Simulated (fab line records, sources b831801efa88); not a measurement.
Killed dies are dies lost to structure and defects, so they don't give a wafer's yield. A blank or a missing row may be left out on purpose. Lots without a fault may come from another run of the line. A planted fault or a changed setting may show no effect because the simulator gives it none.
A struck lot beside a sound one | flow sky130 | 17 steps out of a route of 708
Sound: wafers L837.1, L837.2, L837.3. Struck: wafer L829.4. The cause comes at the end.
At each step with rows: each side's tool, then ch and its chambers, then its first start. Under that, the readings that differ: sound wafers | struck wafers | difference of the means | sigmas: that difference in standard deviations of wafers without a fault.
alike: readings whose means differ by less than 2 such deviations, and words and numbers that are the same on both sides. not compared: withheld readings, readings that some wafer has no value for, bounds like >300 that may hide the same value, and numbers for which the record gives no deviation and whose values overlap.
The two part at a step that has a row with sigmas, a row that says differs or no value, or rows on one side only. Numbers that don't overlap but have no deviation are shown without sigmas and don't part them. A reading that every wafer of one side lacks parts them only if that side has two wafers or more.

first, 1 step without rows for these wafers: SKY_FIELD_ISO_DEVELOP_12 (develop time 60 s).
SKY_FIELD_ISO_CD_MEAS_13: target cd 150 nm.
  sound on cd_sem-02, day 5 23:53; struck on cd_sem-01, day 4 02:49
  alike: cd_nm
SKY_FIELD_ISO_ETCH_14: etches BARC in N2/H2, stops on SiO2, time 45.9 s, target depth 60 nm.
  sound on rie_diel-04 ch 0,1,2, day 6 00:01; struck on rie_diel-01 ch 2, day 4 02:52
  reading                | sound    | struck | difference | sigmas
  rf_hours_counter_h (h) | 73 70 74 | 93     | +21        |
  alike: chamber_pressure_mTorr, drypump_motor_current_A, oes_product_au, throttle_valve_pct
SKY_FIELD_ISO_ETCH_15: etches the open film in CHF3/O2, stops on Si, target depth 180 nm, time 72 s.
  sound on rie_diel-04 ch 0,1,2, day 6 00:03; struck on rie_diel-01 ch 2, day 4 02:55
  reading                | sound    | struck | difference | sigmas
  rf_hours_counter_h (h) | 73 70 74 | 93     | +21        |
  alike: chamber_pressure_mTorr, drypump_motor_current_A, oes_product_au, throttle_valve_pct
SKY_FIELD_ISO_STRIP_16: strips in O2/N2.
  sound on plasma_asher-01 ch 0,1, day 6 00:07; struck on plasma_asher-04 ch 0, day 4 03:00
  alike: chamber_pressure_mTorr, drypump_motor_current_A, oes_product_au, strip_time_to_endpoint_s
  not compared: rf_hours_counter_h
SKY_FIELD_ISO_ETCH_17: etches Si in HBr/Cl2/O2, target depth 342 nm, time 97.7 s.
  sound on rie_si-02 ch 0,2,3, day 6 00:13; struck on rie_si-01 ch 2, day 4 03:04
  reading                        | sound                | struck | difference | sigmas
  chamber_pressure_mTorr (mTorr) | 14.980 14.990 15.004 | 15.028 | +0.037     | +2
  oes_product_au (a.u.)          | 0.989 0.976 1.002    | 1.005  | +0.016     | +2
  rf_hours_counter_h (h)         | 61 4 106             | 116    | +59        |
  alike: drypump_motor_current_A, he_backside_leak_sccm, throttle_valve_pct
then, 5 steps without rows for these wafers: SKY_FIELD_ISO_WET_ETCH_18 (etches Si3N4 in H3PO4, target depth 25 nm, time 286 s); SKY_FIELD_ISO_CLEAN_19 (cleans in SC1/SC2, time 150 s); SKY_FIELD_ISO_CLEAN_20 (cleans in dHF, time 20 s); SKY_FIELD_ISO_WET_ETCH_21 (etches SiO2 in dHF, target depth 20 nm, time 400 s); SKY_FIELD_ISO_OXIDATION_22 (stabilise 600 s, purge 300 s, target thk 10 nm).
SKY_FIELD_ISO_THK_MEAS_23:
  sound on film_metro-02, day 6 01:44; struck on film_metro-01, day 4 06:18
  alike: FIELD_ISO_OXIDATION_01_THK
SKY_FIELD_ISO_CVD_24: deposits SiO2, target thk 595 nm, time 99.2 s.
  sound on hdpcvd-01 ch 0,1,2, day 6 01:47; struck on hdpcvd-02 ch 1, day 4 06:22
  reading                                    | sound           | struck | difference | sigmas
  model.SiO2_of_FIELD_ISO_CVD_24.thk_nm (nm) | 599.1 603.8 603 | 647.2  | +45.2      |
  alike: sih4_flow_sccm
SKY_FIELD_ISO_THK_MEAS_25:
  sound on film_metro-01, day 6 01:52; struck on film_metro-03, day 4 06:40
  reading                   | sound       | struck | difference | sigmas
  FIELD_ISO_CVD_24_THK (nm) | 599 604 603 | 647    | +45        | +8
  not compared: hold
SKY_FIELD_ISO_CMP_27: polishes, stops on Si3N4, t overpolish 16 s, target thk 457.8 nm.
  sound on cmp-01 ch 1,2,3, day 6 03:25; struck on cmp-02 ch 3, day 4 12:28
  alike: head_pressure_psi, motor_current_A, platen_rpm, time_to_endpoint_s
then, 1 step without rows for these wafers: SKY_FIELD_ISO_WET_ETCH_28 (etches SiO2 in dHF, target depth 23.7 nm, time 47 s).
-- the record jumps here: 43 days lie between the struck wafers' starts before and after (it left off in module FIELD_ISO and takes up again in module PAD_OPEN, whose first step shown is number 708 of the route) --
SKY_PAD_OPEN_PROBE_99:
  sound on prober-02, day 49 16:49; struck on prober-02, day 47 20:52
  reading            | sound    | struck | difference | sigmas
  killed_at_M0_to_M3 | 37 49 39 | 58     | +16        | +2
  alike: killed_at_M4_up, killed_at_contacts, killed_at_front_end, killed_at_other, killed_dies, killed_open, killed_short

WHERE THEY PART
First at SKY_FIELD_ISO_ETCH_17; last, within this record, at SKY_PAD_OPEN_PROBE_99.

WHY: what the simulator had put in
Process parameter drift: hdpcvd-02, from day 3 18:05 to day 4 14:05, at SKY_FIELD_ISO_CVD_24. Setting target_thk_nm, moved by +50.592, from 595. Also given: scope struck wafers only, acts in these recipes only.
